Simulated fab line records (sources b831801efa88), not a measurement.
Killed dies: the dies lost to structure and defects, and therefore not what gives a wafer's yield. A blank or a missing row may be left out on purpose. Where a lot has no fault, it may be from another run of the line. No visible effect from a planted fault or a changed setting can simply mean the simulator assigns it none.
A struck lot beside a sound one + flow sky130 + 17 out of 708 route steps
Sound: wafers L958.2, L958.4, L958.6. Wafers L963.3, L963.4, L963.5 were the ones struck. Last of all comes the cause.
Order at every step that has rows: each side's tool, ch and its chambers, its first start. Under that, the readings that differ: sound wafers + struck wafers + difference of the means + sigmas: that difference in standard deviations of wafers without a fault.
alike: same words and numbers on both sides, and readings whose means sit less than 2 such deviations apart. not compared: any withheld reading, any reading some wafer has no value for, any bound like >300 that may hide the same value, and any number with overlapping values for which the record gives no deviation.
A row with sigmas, a row that says differs or no value, or rows on one side alone: a step with any of these is where the two part. Non-overlapping numbers with no deviation appear without sigmas and do not part them. A reading missing from all wafers of one side parts the sides only when that side holds two or more wafers.

SKY_POLY_GATE_THK_MEAS_04:
  struck on film_metro-03, day 18 15:42; sound on film_metro-04, day 16 11:15
  alike: POLY_GATE_CVD_03_THK
then, 8 steps without rows for these wafers: SKY_POLY_GATE_DEHYDRATE_05 (time 60 s); SKY_POLY_GATE_HMDS_06 (prime time 60 s); SKY_POLY_GATE_COAT_07 (resist thk 110 nm); SKY_POLY_GATE_COAT_08 (resist thk 450 nm); SKY_POLY_GATE_SOFTBAKE_09 (time 90 s); SKY_POLY_GATE_EXPOSE_10 (exposes mask P1M, target cd 150 nm); SKY_POLY_GATE_PEB_11; SKY_POLY_GATE_DEVELOP_12 (develop time 60 s).
SKY_POLY_GATE_CD_MEAS_13 targets a cd of 150 nm.
  struck on cd_sem-01, day 19 23:00; sound on cd_sem-01, day 17 16:14
  alike: cd_nm
SKY_POLY_GATE_OVL_MEAS_14:
  struck on overlay-02, day 19 23:05; sound on overlay-02, day 17 16:20
  alike: POLY_GATE_OVL
SKY_POLY_GATE_ETCH_15: etches BARC in N2/H2, stops on SiO2, time 118.5 s, target depth 110 nm.
  sound on rie_diel-04 ch 1,2, day 17 16:22; struck on rie_diel-02 ch 1,2,3, day 19 23:07
| reading                | sound                | struck               | difference | sigmas |
|------------------------|----------------------|----------------------|------------|--------|
| throttle_valve_pct (%) | 13.200 13.198 13.202 | 13.218 13.219 13.221 | +0.019     | +2     |
  alike: bias_w, chamber_pressure_mTorr, drypump_motor_current_A, h2_flow_sccm, oes_product_au
  not compared: rf_hours_counter_h
SKY_POLY_GATE_ETCH_16: etches Si3N4 in CH3F/O2, stops on poly-Si, time 147.5 s, target depth 75 nm.
  sound on rie_diel-04 ch 1,2, day 17 16:27; struck on rie_diel-02 ch 1,2,3, day 19 23:12
  no value came back on the struck wafers for any of 5 readings (O2_flow_sccm (sccm), bias_w (W) and others); on the sound wafers O2_flow_sccm (sccm) reads 29.89 30.09 30.07
| reading                                          | sound             | struck          | difference | sigmas |
|--------------------------------------------------|-------------------|-----------------|------------|--------|
| model.KrF-thick_of_POLY_GATE_COAT_08.thk_nm (nm) | 228.8 231.1 230.4 | 345.4 345 345.9 | +115.3     |        |
  not compared: rf_hours_counter_h
SKY_POLY_GATE_ETCH_17: etches poly-Si in HBr/Cl2, stops on SiO2, target depth 180 nm, time 70.5 s.
  sound on rie_si-02 ch 0,1,3, day 17 16:33; struck on rie_si-02 ch 0,2, day 19 23:18
| reading                                          | sound           | struck            | difference | sigmas |
|--------------------------------------------------|-----------------|-------------------|------------|--------|
| model.KrF-thick_of_POLY_GATE_COAT_08.thk_nm (nm) | 135 134.9 138.1 | 252.3 250.4 252.3 | +115.7     |        |
  alike: HBr_flow_sccm, bias_w, drypump_motor_current_A, oes_product_au, throttle_valve_pct
  not compared: rf_hours_counter_h
SKY_POLY_GATE_STRIP_18: strips in O2/N2.
  sound on plasma_asher-01 ch 0,1, day 17 16:37; struck on plasma_asher-01 ch 0,1, day 19 23:23
| reading                      | sound             | struck            | difference | sigmas |
|------------------------------|-------------------|-------------------|------------|--------|
| oes_product_au (a.u.)        | 0.366 0.360 0.363 | 0.405 0.405 0.412 | +0.044     | +9     |
| strip_time_to_endpoint_s (s) | 3.10 3.11 3.14    | 4.38 4.33 4.36    | +1.24      | +31    |
  alike: drypump_motor_current_A
  not compared: rf_hours_counter_h
then, 1 step without rows for these wafers: SKY_POLY_GATE_CLEAN_19 (cleans in SC1/SC2, time 150 s).
-- record jumps: 28 days separate the struck wafers' starts on either side; left off in module POLY_GATE, taken up again in module PAD_OPEN, whose first shown step is the route's number 708 --
SKY_PAD_OPEN_PROBE_99:
  struck on prober-01, day 48 04:11; sound on prober-01, day 46 23:02
| reading             | sound    | struck                                                               | difference                   | sigmas |
|---------------------|----------|----------------------------------------------------------------------|------------------------------|--------|
| hold                | - - -    | await_dispo/3.0h/scrap await_dispo/3.0h/scrap await_dispo/3.0h/scrap | no value on the sound wafers |        |
| killed_at_front_end | 23 20 22 | 433 405 413                                                          | +395                         | +88    |
| killed_dies         | 86 96 98 | 492 492 492                                                          | +399                         | +43    |
| killed_on_rim       | 21 21 21 | 96 96 96                                                             | +75                          | +19    |
  alike: killed_at_M0_to_M3, killed_at_M4_up, killed_at_contacts, killed_at_other, killed_open, killed_short

WHERE THEY PART
Earliest at SKY_POLY_GATE_ETCH_15; latest, in this record, at SKY_PAD_OPEN_PROBE_99.

WHY: whatever the simulator had introduced
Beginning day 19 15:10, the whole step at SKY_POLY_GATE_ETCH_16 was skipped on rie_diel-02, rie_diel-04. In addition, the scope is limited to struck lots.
